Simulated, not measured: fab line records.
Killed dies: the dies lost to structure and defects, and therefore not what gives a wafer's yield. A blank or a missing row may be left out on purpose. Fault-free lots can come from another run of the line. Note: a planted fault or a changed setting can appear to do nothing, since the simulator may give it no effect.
A lot that was struck, set against a sound lot -- flow sky130 -- 30 out of 708 route steps
Sound: the wafers L673.1, L673.2, L673.3. The struck wafers were L681.1, L681.2, L681.3. The cause comes at the end.
For every step that has rows: the tool of each side, followed by ch and its chambers, followed by its first start. Under that, the readings that differ: sound wafers -- struck wafers -- difference of the means -- sigmas: that difference in standard deviations of wafers without a fault.
alike: same words and numbers on both sides, and readings whose means sit less than 2 such deviations apart. not compared: any withheld reading, any reading some wafer has no value for, any bound like >300 that may hide the same value, and any number with overlapping values for which the record gives no deviation.
Wherever a step has rows on one side only, a row that says differs or no value, or a row with sigmas, the two part there. Numbers that have no deviation but don't overlap get no sigmas and don't part them. A reading missing from all wafers of one side parts the sides only when that side holds two or more wafers.

SKY_PWDE_STRIP_09: strips in O2/N2.
  sound on plasma-asher-01 ch 0,1, day 5 01:14; struck on plasma-asher-04 ch 0,1, day 6 12:53
  alike: drypump-motor-current-A, oes-product-au, strip-time-to-endpoint-s
  not compared: rf-hours-counter-h
SKY_PWDE_TW_MEAS_10:
  sound on film-metro-04, day 5 01:20; struck on film-metro-01, day 6 12:59
  alike: PWDE_TW
then, 7 steps without rows for these wafers: SKY_NWELL_DEHYDRATE_03 (time 60 s); SKY_NWELL_HMDS_04 (prime time 58.45 s); SKY_NWELL_COAT_05 (resist thk 3000 nm); SKY_NWELL_SOFTBAKE_06; SKY_NWELL_EXPOSE_07 (exposes mask NWM, target cd 840 nm); SKY_NWELL_PEB_08; SKY_NWELL_DEVELOP_09 (develop time 60 s).
SKY_NWELL_OVL_MEAS_10:
  sound on overlay-01, day 5 18:50; struck on overlay-01, day 7 06:36
  alike: NWELL_00_OVL
then, 2 steps without rows for these wafers: SKY_NWELL_IMPLANT_11; SKY_NWELL_IMPLANT_12.
SKY_NWELL_IMPLANT_13:
  sound on implanter-04 ch 0, day 5 19:11; struck on implanter-02 ch 0, day 7 06:56
reading,sound,struck,difference,sigmas
dose-ions-cm2,6.999e+11 7.007e+11 7.006e+11,9.992e+11 9.986e+11 9.988e+11,+2.985e+11,+99 or more
faraday-current-uA,3.95 4.05 4.03,5.60 5.62 5.61,+1.60,+19
  alike: beam-on-s
SKY_NWELL_STRIP_14: strips in O2/N2.
  sound on plasma-asher-03 ch 0,1, day 5 19:20; struck on plasma-asher-03 ch 0,1, day 7 07:05
reading,sound,struck,difference,sigmas
strip-time-to-endpoint-s (s),36.81 36.84 36.90,37.21 37.22 37.14,+0.34,+3
  alike: drypump-motor-current-A, oes-product-au
  not compared: rf-hours-counter-h
SKY_NWELL_TW_MEAS_15:
  sound on film-metro-03, day 5 19:26; struck on film-metro-01, day 7 07:11
  alike: NWELL_TW
then, 7 steps without rows for these wafers: SKY_NWELL_DEHYDRATE_16 (time 60 s); SKY_NWELL_HMDS_17 (prime time 60 s); SKY_NWELL_COAT_18 (resist thk 3000 nm); SKY_NWELL_SOFTBAKE_19; SKY_NWELL_EXPOSE_20 (exposes mask NWM COMPLEMENT, target cd 840 nm); SKY_NWELL_PEB_21; SKY_NWELL_DEVELOP_22 (develop time 60 s).
SKY_NWELL_OVL_MEAS_23:
  sound on overlay-02, day 6 12:11; struck on overlay-02, day 8 03:14
  alike: NWELL_01_OVL
after that, 1 step had no rows for these wafers: SKY_NWELL_IMPLANT_24.
SKY_NWELL_STRIP_25: strips in O2/N2.
  sound on plasma-asher-03 ch 0,1, day 6 12:23; struck on plasma-asher-04 ch 0,1, day 8 03:26
  alike: drypump-motor-current-A, oes-product-au, strip-time-to-endpoint-s
  not compared: rf-hours-counter-h
SKY_NWELL_TW_MEAS_26:
  sound on film-metro-01, day 6 12:29; struck on film-metro-03, day 8 03:32
  alike: NWELL_2_TW
then, 1 step without rows for these wafers: SKY_NWELL_CLEAN_27 (cleans in SC1/SC2, time 150 s).
SKY_NWELL_RTA_28: time 30 s.
  sound on rtp-anneal-01 ch 0, day 6 12:35; struck on rtp-anneal-01 ch 0, day 8 03:38
  alike: lamp-power-pct, wafer_temp_C_max
SKY_NWELL_RS_MEAS_29: the measuring method here is four-point-probe.
  sound on film-metro-04, day 6 12:41; struck on film-metro-01, day 8 03:44
reading,sound,struck,difference,sigmas
NWELL_RS (ohm/sq),622.9 624.7 624.6,614.8 614.1 614.5,-9.6,-6
-- the record jumps here: 40 days lie between the struck wafers' starts before and after (it left off in module NWELL and takes up again in module PAD_OPEN, whose first step shown is number 708 of the route) --
SKY_PAD_OPEN_PROBE_99:
  sound on prober-01, day 46 15:16; struck on prober-02, day 48 14:26
reading,sound,struck,difference,sigmas
model.etest.nfet_16v.r-on-ohm-um,1.431e+04 1.421e+04 1.43e+04,1.386e+04 1.419e+04 1.4e+04,-2.567e+02,
model.etest.pfet_01v8_lvt.drive-ua-um,176.1 176.1 175,165.3 164.8 164.9,-10.7,
model.etest.pfet_01v8_lvt.off-log10-a-um,-8.865 -8.745 -8.729,-9.705 -9.694 -9.806,-0.955,
  alike: killed_at_M0_to_M3, killed_at_M4_up, killed-at-contacts, killed-at-front-end, killed-at-other, killed-dies, killed-open, killed-short
  not compared: model.etest.pfet-g5v0d10v5.r-on-ohm-um, model.etest.tip_p_5v.rs-ohm-sq, model.etest.pfet-g5v0d10v5.drive-ua-um, model.etest.pfet_16v.drive-ua-um, model.etest.pfet_01v8_mvt.drive-ua-um

WHERE THEY PART
At SKY_NWELL_IMPLANT_13 first; at SKY_NWELL_RS_MEAS_29 last (within this record only). Later steps at which nothing parts them and some readings are alike: SKY_PAD_OPEN_PROBE_99.

WHY: the cause the simulator had injected
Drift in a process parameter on implanter-02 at SKY_NWELL_IMPLANT_13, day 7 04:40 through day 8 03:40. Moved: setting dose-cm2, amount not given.
